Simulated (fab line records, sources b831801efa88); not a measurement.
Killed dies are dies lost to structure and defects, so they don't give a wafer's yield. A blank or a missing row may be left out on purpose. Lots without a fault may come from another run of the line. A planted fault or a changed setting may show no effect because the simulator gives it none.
Which tool did it? | flow gf180mcu | 6 lots, 18 wafers sampled, at 4 steps of a route of 602

WHAT THE GAUGES READ, wafer by wafer
GF_TOP_METAL_CD_MEAS_14: target cd 440 nm.
lot  | measured     | on        | cd_nm (nm)
L482 | day 28 19:03 | cd_sem-02 | 437.3 439.7 438.1
L484 | day 29 18:55 | cd_sem-01 | 437.9 441.3 437.9
L489 | day 31 09:38 | cd_sem-02 | 441.1 440.5 441.2
L492 | day 31 21:25 | cd_sem-01 | 440.9 440.5 440.2
L494 | day 32 12:15 | cd_sem-02 | 437.4 438.1 434.1
L502 | day 34 02:47 | cd_sem-02 | 438.2 437.7 438.9

WHICH TOOL RAN EACH LOT (tool, then ch and the chambers of the sampled wafers, then the start)
lot  | GF_V5_CMP_26                  | GF_TOP_METAL_SPUTTER_01      | GF_TOP_METAL_EXPOSE_11
L482 | cmp-02 ch 0,1,3, day 27 23:38 | pvd_sputter-04, day 27 23:56 | iline_stepper-02 ch 0, day 28 10:08
L484 | cmp-02 ch 0,1,3, day 28 23:44 | pvd_sputter-01, day 29 00:08 | iline_stepper-02 ch 0, day 29 09:28
L489 | cmp-01 ch 1,3, day 30 16:33   | pvd_sputter-02, day 30 16:54 | iline_stepper-02 ch 0, day 31 01:16
L492 | cmp-02 ch 1,2, day 31 03:37   | pvd_sputter-02, day 31 04:01 | iline_stepper-01 ch 0, day 31 13:14
L494 | cmp-02 ch 0,1,3, day 31 19:38 | pvd_sputter-04, day 31 19:56 | iline_stepper-02 ch 0, day 32 04:11
L502 | cmp-02 ch 0,1,3, day 33 11:27 | pvd_sputter-04, day 33 11:51 | iline_stepper-02 ch 0, day 33 19:43
- GF_V5_CMP_26: polishes, stops on SiO2, t overpolish 15 s, target thk 0 nm.
- GF_TOP_METAL_SPUTTER_01: material TiN, target thk 30 nm, time 25 s.
- GF_TOP_METAL_EXPOSE_11: exposes mask MetalTop, target cd 440 nm.

THE ANSWER, worked out from the rows above alone
Rule: what is usual is taken from the lots themselves. Put in order of their means at a reading, lots are off if they are a third of the lots or fewer, leave a main group of 4 or more, and stand apart from it by a gap of 3 or more times the standard deviation of the main group's means; of several such gaps the widest counts. A main group whose means are all the same, to the digits that the tables above print for the reading, isn't used. A lot without any number at a reading at which 4 lots or more have one is off too. The other lots that the step has rows for count as sound.
No lot is off at any reading shown: from this, nothing can be told.

WHAT THE SIMULATOR HAD PUT IN
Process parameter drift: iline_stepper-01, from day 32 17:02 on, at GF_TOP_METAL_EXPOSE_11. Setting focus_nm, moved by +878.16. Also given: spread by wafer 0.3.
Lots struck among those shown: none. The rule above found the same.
